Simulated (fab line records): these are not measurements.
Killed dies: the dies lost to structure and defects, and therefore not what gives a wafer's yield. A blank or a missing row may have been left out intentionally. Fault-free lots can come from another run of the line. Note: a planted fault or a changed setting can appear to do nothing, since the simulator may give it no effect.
What tool caused it? ; flow sky130 ; 36 wafers from 12 lots sampled at 5 of the route's 708 steps

== WHAT THE GAUGES READ, wafer by wafer ==
SKY_LDD_N_OVL_MEAS_07. Usual: for LDD_N_OVL the level is -1.3 nm and the standard deviation is 1.2.
lot;measured;on;LDD_N_OVL (nm);flag
L324;day 18 07:33;overlay-02;-0.2 1.5 0.9;
L325;day 18 07:40;overlay-01;-2.3 -1.7 -3.4;
L328;day 18 22:25;overlay-02;-2.3 -2.3 -2.1;
L330;day 20 10:28;overlay-01;-3.6 -1.6 -3.9;
L333;day 21 15:02;overlay-02;-57.4 -57.9 -57.5;OFF
L335;day 22 14:36;overlay-02;-59.2 -58.1 -59.1;OFF
L337;day 23 00:34;overlay-02;-1.6 -1.7 -0.6;
L339;day 23 21:51;overlay-01;-2.0 0.9 -0.5;
L341;day 24 04:13;overlay-02;-0.9 -2.6 0.7;
L344;day 25 12:37;overlay-02;1.0 -0.1 0.0;
L345;day 25 20:43;overlay-01;-1.5 -2.0 -0.4;
L346;day 26 03:31;overlay-02;-0.2 -1.0 -2.2;

SKY_LDD_P_OVL_MEAS_08. Usual: for LDD_P_OVL the level is 0.2 nm and the standard deviation is 1.4.
lot;measured;on;LDD_P_OVL (nm);flag
L324;day 19 16:02;overlay-01;0.6 -1.0 -1.2;
L325;day 19 17:38;overlay-01;0.2 -3.0 -0.7;
L328;day 20 07:43;overlay-01;-0.4 -1.2 -1.0;
L330;day 21 18:31;overlay-01;0.3 0.5 -0.4;
L333;day 22 23:09;overlay-02;2.6 2.8 1.6;
L335;day 23 22:52;overlay-02;1.0 0.1 -1.1;
L337;day 24 07:50;overlay-01;0.8 -0.1 1.0;
L339;day 25 06:05;overlay-01;1.6 3.5 2.1;
L341;day 25 11:25;overlay-02;1.2 1.1 2.2;
L344;day 26 19:00;overlay-02;0.7 1.2 0.9;
L345;day 27 01:42;overlay-01;0.1 -1.8 -0.7;
L346;day 27 09:20;overlay-01;-0.8 -1.0 -1.3;

== TOOL THAT RAN EACH LOT (tool first, then ch and the chambers of the sampled wafers, then the start) ==
lot;SKY_SONOS_ONO_STRIP_17;SKY_GATE_OXIDE_STRIP_13;SKY_LDD_N_EXPOSE_04
L324;plasma asher-04 ch 0,1, day 12 21:43;plasma asher-01 ch 0,1, day 14 02:17;iline stepper-02 ch 0, day 17 16:31
L325;plasma asher-02 ch 0,1, day 13 01:01;plasma asher-01 ch 0,1, day 14 06:13;iline stepper-02 ch 0, day 17 16:49
L328;plasma asher-01 ch 0,1, day 13 20:01;plasma asher-04 ch 0,1, day 15 00:52;iline stepper-01 ch 0, day 18 07:21
L330;plasma asher-04 ch 0,1, day 14 19:53;plasma asher-04 ch 0,1, day 15 23:26;iline stepper-01 ch 0, day 19 18:49
L333;plasma asher-02 ch 0,1, day 15 19:23;plasma asher-04 ch 1, day 17 07:23;iline stepper-01 ch 0, day 20 23:03
L335;plasma asher-02 ch 0,1, day 16 21:38;plasma asher-03 ch 0,1, day 18 06:19;iline stepper-01 ch 0, day 21 23:14
L337;plasma asher-02 ch 0,1, day 17 09:32;plasma asher-01 ch 0,1, day 18 18:01;iline stepper-02 ch 0, day 22 08:33
L339;plasma asher-04 ch 0,1, day 18 01:13;plasma asher-03 ch 0,1, day 19 10:18;iline stepper-02 ch 0, day 23 07:04
L341;plasma asher-01 ch 0,1, day 18 14:55;plasma asher-01 ch 0,1, day 20 01:44;iline stepper-02 ch 0, day 23 13:39
L344;plasma asher-04 ch 0,1, day 20 01:21;plasma asher-01 ch 0,1, day 21 09:26;iline stepper-02 ch 0, day 24 21:50
L345;plasma asher-04 ch 0,1, day 20 08:15;plasma asher-04 ch 0,1, day 21 18:04;iline stepper-02 ch 0, day 25 06:05
L346;plasma asher-04 ch 0, day 20 17:41;plasma asher-01 ch 1, day 22 02:29;iline stepper-02 ch 0, day 25 13:19
- SKY_SONOS_ONO_STRIP_17: strips in O2/N2.
- SKY_GATE_OXIDE_STRIP_13: strips in O2/N2.
- SKY_LDD_N_EXPOSE_04: exposes mask NTM, target cd 840 nm.

== WHAT THE TOOLS THEMSELVES READ (means of the sampled wafers that have a number; where no wafer has one, the mark that the record gives instead) ==
SKY_SONOS_ONO_STRIP_17. Usual: drypump motor current A 5.6 A, standard deviation 0.45; oes product au 0.710 a.u., standard deviation 0.0045; strip time to endpoint s 14.11 s, standard deviation 0.039.
lot;tool;drypump motor current A (A);oes product au (a.u.);strip time to endpoint s (s);flag
L324;plasma asher-04;5.9;0.708;14.15;
L325;plasma asher-02;5.3;0.709;14.09;
L328;plasma asher-01;5.3;0.711;14.14;
L330;plasma asher-04;6.0;0.712;14.10;
L333;plasma asher-02;5.3;0.708;14.10;
L335;plasma asher-02;5.4;0.711;14.06;
L337;plasma asher-02;5.4;0.710;14.12;
L339;plasma asher-04;5.9;0.709;14.10;
L341;plasma asher-01;5.7;0.714;14.15;
L344;plasma asher-04;6.0;0.711;14.17;
L345;plasma asher-04;5.9;0.712;14.13;
L346;plasma asher-04;5.9;0.707;14.18;

SKY_GATE_OXIDE_STRIP_13. Usual: drypump motor current A 5.7 A, standard deviation 0.48; oes product au 0.716 a.u., standard deviation 0.0048; strip time to endpoint s 14.20 s, standard deviation 0.037.
lot;tool;drypump motor current A (A);oes product au (a.u.);strip time to endpoint s (s);flag
L324;plasma asher-01;5.3;0.715;14.24;
L325;plasma asher-01;5.7;0.713;14.16;
L328;plasma asher-04;6.0;0.715;14.21;
L330;plasma asher-04;5.9;0.719;14.15;
L333;plasma asher-04;6.0;0.719;14.16;
L335;plasma asher-03;5.7;0.715;14.23;
L337;plasma asher-01;5.8;0.715;14.23;
L339;plasma asher-03;5.5;0.721;14.17;
L341;plasma asher-01;5.3;0.711;14.20;
L344;plasma asher-01;5.7;0.719;14.19;
L345;plasma asher-04;5.9;0.712;14.17;
L346;plasma asher-01;6.2;0.717;14.24;

== THE ANSWER, worked out from the rows above alone ==
Rule: take the mean of a lot's wafers that have a number; if it is more than 3 standard deviations from the usual mean, the lot is off. Also off: a lot with no number at a reading for which 4 or more lots have one. Any other lot the step has rows for is counted as sound. First the gauges in route order, then the tools' own readings, where a lot's mean is used as printed above. The first step at which some lot is off is used, and at that step the reading that is off furthest; a lot without a number counts as furthest.
Off: L333, L335, seen at SKY_LDD_N_OVL_MEAS_07 (LDD_N_OVL).
If a tool, at a process step before that reading, ran all the lots that are off and no sound lot after the first of them, it fits. Those tools and the gauges at SKY_LDD_N_OVL_MEAS_07 are tried in the same way. One fits: SKY_LDD_N_EXPOSE_04 on iline stepper-01. A fault onset in the window from L330 (day 19 18:49, its last sound lot) to L333 (day 20 23:03, its first lot off) fits.

== WHAT THE SIMULATOR PUT IN ==
Scanner matching overlay: iline stepper-01, from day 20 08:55 on, at SKY_LDD_N_EXPOSE_04. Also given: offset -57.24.
Struck lots among those shown: L333, L335. The rule given above showed the same thing.
